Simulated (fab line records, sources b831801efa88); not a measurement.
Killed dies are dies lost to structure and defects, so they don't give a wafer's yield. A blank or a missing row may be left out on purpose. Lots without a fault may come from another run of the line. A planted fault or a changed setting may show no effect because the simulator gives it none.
Which tool did it? | flow sky130 | 12 lots, 36 wafers sampled, at 6 steps of a route of 708

WHAT THE GAUGES READ, wafer by wafer
SKY_FIELD_ISO_THK_MEAS_04. Usual: FIELD_ISO_CVD_03_THK 165.4 nm, standard deviation 1.5.
lot  | measured    | on            | FIELD_ISO_CVD_03_THK (nm) | flag
L531 | day 2 11:46 | film_metro-01 | 165.5 166.4 166.7         |
L532 | day 2 16:02 | film_metro-03 | 164.8 164.9 164.3         |
L533 | day 2 20:05 | film_metro-02 | 167.5 168.0 169.3         |
L535 | day 3 10:56 | film_metro-03 | 164.1 163.6 164.7         |
L536 | day 3 19:51 | film_metro-03 | 163.2 163.4 164.4         |
L537 | day 3 22:50 | film_metro-01 | 163.6 161.0 163.3         |
L539 | day 4 05:30 | film_metro-03 | 165.8 165.8 165.8         |
L545 | day 5 10:08 | film_metro-01 | 167.1 165.2 164.4         |
L546 | day 5 16:09 | film_metro-02 | 165.4 166.0 166.1         |
L547 | day 5 20:00 | film_metro-01 | 165.4 164.6 164.2         |
L548 | day 6 00:44 | film_metro-01 | 166.4 166.0 166.7         |
L549 | day 6 06:03 | film_metro-03 | 165.0 164.8 163.8         |

SKY_NWELL_OVL_MEAS_10. Usual: NWELL_00_OVL -0.1 nm, standard deviation 1.2.
lot  | measured    | on         | NWELL_00_OVL (nm) | flag
L531 | day 6 02:14 | overlay-01 | -2.1 0.4 0.0      |
L532 | day 6 03:22 | overlay-02 | -1.7 -1.8 -0.8    |
L533 | day 6 13:16 | overlay-02 | 0.4 0.2 -1.8      |
L535 | day 7 01:53 | overlay-02 | -0.6 -0.3 -0.9    |
L536 | day 7 06:31 | overlay-01 | - - -             | OFF
L537 | day 7 06:52 | overlay-02 | - - -             | OFF
L539 | day 7 11:25 | overlay-01 | -1.4 -1.1 -2.6    |
L545 | day 8 23:08 | overlay-01 | -1.7 -0.9 -0.2    |
L546 | day 9 06:45 | overlay-02 | 1.0 -1.2 0.7      |
L547 | day 9 11:25 | overlay-01 | -1.0 0.4 1.0      |
L548 | day 9 18:39 | overlay-01 | -0.2 0.0 0.6      |
L549 | day 9 22:57 | overlay-01 | 0.1 0.2 -0.7      |

SKY_NWELL_TW_MEAS_26. Usual: NWELL_2_TW 496, standard deviation 5.8.
lot  | measured     | on            | NWELL_2_TW     | flag
L531 | day 6 21:19  | film_metro-01 | 495 494 490    |
L532 | day 6 23:01  | film_metro-01 | 492 493 491    |
L533 | day 7 09:50  | film_metro-04 | 506 503 506    |
L535 | day 7 22:28  | film_metro-01 | 491 493 492    |
L536 | day 8 03:32  | film_metro-04 | 1849 1851 1852 | OFF
L537 | day 8 03:43  | film_metro-02 | 1803 1810 1820 | OFF
L539 | day 8 08:25  | film_metro-02 | 488 487 486    |
L545 | day 9 21:02  | film_metro-01 | 493 492 489    |
L546 | day 10 05:52 | film_metro-02 | 496 495 489    |
L547 | day 10 10:26 | film_metro-04 | 503 506 505    |
L548 | day 10 18:08 | film_metro-04 | 505 505 503    |
L549 | day 10 22:14 | film_metro-01 | 490 491 490    |

SKY_NWELL_RS_MEAS_31: measures by four-point-probe. Usual: PWDE_RS 5285 ohm/sq, standard deviation 17.
lot  | measured     | on            | PWDE_RS (ohm/sq) | flag
L531 | day 6 21:46  | film_metro-02 | 5261 5259 5271   |
L532 | day 6 23:29  | film_metro-01 | 5281 5300 5285   |
L533 | day 7 10:19  | film_metro-02 | 5268 5275 5272   |
L535 | day 7 22:57  | film_metro-02 | 5270 5278 5291   |
L536 | day 8 03:59  | film_metro-01 | 5288 5289 5299   |
L537 | day 8 04:16  | film_metro-04 | 5299 5302 5313   |
L539 | day 8 08:59  | film_metro-01 | 5283 5283 5285   |
L545 | day 9 21:29  | film_metro-02 | 5301 5302 5292   |
L546 | day 10 06:25 | film_metro-02 | 5277 5281 5264   |
L547 | day 10 10:59 | film_metro-01 | 5311 5311 5300   |
L548 | day 10 18:35 | film_metro-01 | 5304 5307 5309   |
L549 | day 10 22:44 | film_metro-04 | 5263 5278 5268   |

WHICH TOOL RAN EACH LOT (tool, then ch and the chambers of the sampled wafers, then the start)
lot  | SKY_FIELD_ISO_STRIP_16              | SKY_NWELL_COAT_05
L531 | plasma_asher-02 ch 0,1, day 3 03:46 | litho_track-02 ch 0, day 5 17:30
L532 | plasma_asher-03 ch 0,1, day 3 07:07 | litho_track-01 ch 0, day 5 18:07
L533 | plasma_asher-03 ch 0,1, day 3 11:45 | litho_track-02 ch 0, day 6 04:19
L535 | plasma_asher-01 ch 0,1, day 4 02:53 | litho_track-01 ch 0, day 6 16:14
L536 | plasma_asher-01 ch 0,1, day 4 11:39 | litho_track-02, day 6 20:42
L537 | plasma_asher-02 ch 0,1, day 4 13:45 | litho_track-03, day 6 21:20
L539 | plasma_asher-01 ch 0,1, day 4 21:30 | litho_track-03 ch 0, day 7 01:35
L545 | plasma_asher-03 ch 0,1, day 6 03:52 | litho_track-02 ch 0, day 8 12:42
L546 | plasma_asher-01 ch 0,1, day 6 10:25 | litho_track-01 ch 0, day 8 19:52
L547 | plasma_asher-02 ch 0,1, day 6 13:39 | litho_track-02 ch 0, day 9 00:54
L548 | plasma_asher-03 ch 0, day 6 19:58   | litho_track-01 ch 0, day 9 07:22
L549 | plasma_asher-02 ch 0,1, day 7 01:27 | litho_track-01 ch 0, day 9 11:43
- SKY_FIELD_ISO_STRIP_16: strips in O2/N2.
- SKY_NWELL_COAT_05: resist thk 3000 nm.

WHAT THE TOOLS THEMSELVES READ (means of the sampled wafers that have a number; where no wafer has one, the mark that the record gives instead)
SKY_FIELD_ISO_STRIP_16. Usual: drypump_motor_current_A 5.77 A, standard deviation 0.19; oes_product_au 0.378 a.u., standard deviation 0.004; strip_time_to_endpoint_s 3.563 s, standard deviation 0.026.
lot  | tool            | drypump_motor_current_A (A) | oes_product_au (a.u.) | strip_time_to_endpoint_s (s) | flag
L531 | plasma_asher-02 | 5.77                        | 0.382                 | 3.562                        |
L532 | plasma_asher-03 | 5.73                        | 0.377                 | 3.602                        |
L533 | plasma_asher-03 | 5.88                        | 0.378                 | 3.563                        |
L535 | plasma_asher-01 | 5.79                        | 0.376                 | 3.556                        |
L536 | plasma_asher-01 | 5.80                        | 0.374                 | 3.527                        |
L537 | plasma_asher-02 | 5.77                        | 0.377                 | 3.569                        |
L539 | plasma_asher-01 | 5.80                        | 0.378                 | 3.564                        |
L545 | plasma_asher-03 | 5.89                        | 0.378                 | 3.552                        |
L546 | plasma_asher-01 | 5.81                        | 0.381                 | 3.569                        |
L547 | plasma_asher-02 | 5.66                        | 0.376                 | 3.580                        |
L548 | plasma_asher-03 | 6.05                        | 0.376                 | 3.574                        |
L549 | plasma_asher-02 | 5.78                        | 0.383                 | 3.544                        |

SKY_NWELL_COAT_05. Usual: chill_plate_temp_C 22.97 C, standard deviation 0.11; dispense_pressure_kPa 48 kPa, standard deviation 3.5.
lot  | tool           | chill_plate_temp_C (C) | dispense_pressure_kPa (kPa) | flag
L531 | litho_track-02 | 22.96                  | 50                          |
L532 | litho_track-01 | 23.05                  | 43                          |
L533 | litho_track-02 | 22.97                  | 50                          |
L535 | litho_track-01 | 22.94                  | 43                          |
L536 | litho_track-02 | -                      | -                           | OFF
L537 | litho_track-03 | -                      | -                           | OFF
L539 | litho_track-03 | 22.93                  | 51                          |
L545 | litho_track-02 | 23.03                  | 50                          |
L546 | litho_track-01 | 23.06                  | 43                          |
L547 | litho_track-02 | 22.99                  | 50                          |
L548 | litho_track-01 | 22.90                  | 43                          |
L549 | litho_track-01 | 22.82                  | 43                          |

THE ANSWER, worked out from the rows above alone
Rule: a lot is off if the mean of its wafers that have a number lies more than 3 standard deviations from the usual mean. A lot without any number at a reading at which 4 lots or more have one is off too. The other lots that the step has rows for count as sound. The gauges are gone through in route order, then the tools' own readings, and for those a lot's mean is taken as printed above. The first step at which some lot is off is used, and at that step the reading that is off furthest; a lot without a number counts as furthest.
Off: L536, L537, at SKY_NWELL_OVL_MEAS_10 (NWELL_00_OVL). Without a number there: L536, L537.
A tool fits if, at a process step before that reading, it ran every lot that is off, and no sound lot after the first of them. The gauges at SKY_NWELL_OVL_MEAS_10 aren't tried: what is off there is off at SKY_NWELL_TW_MEAS_26 too, on other tools, and a gauge's error can't cause that. None of those tried fits.

WHAT THE SIMULATOR HAD PUT IN
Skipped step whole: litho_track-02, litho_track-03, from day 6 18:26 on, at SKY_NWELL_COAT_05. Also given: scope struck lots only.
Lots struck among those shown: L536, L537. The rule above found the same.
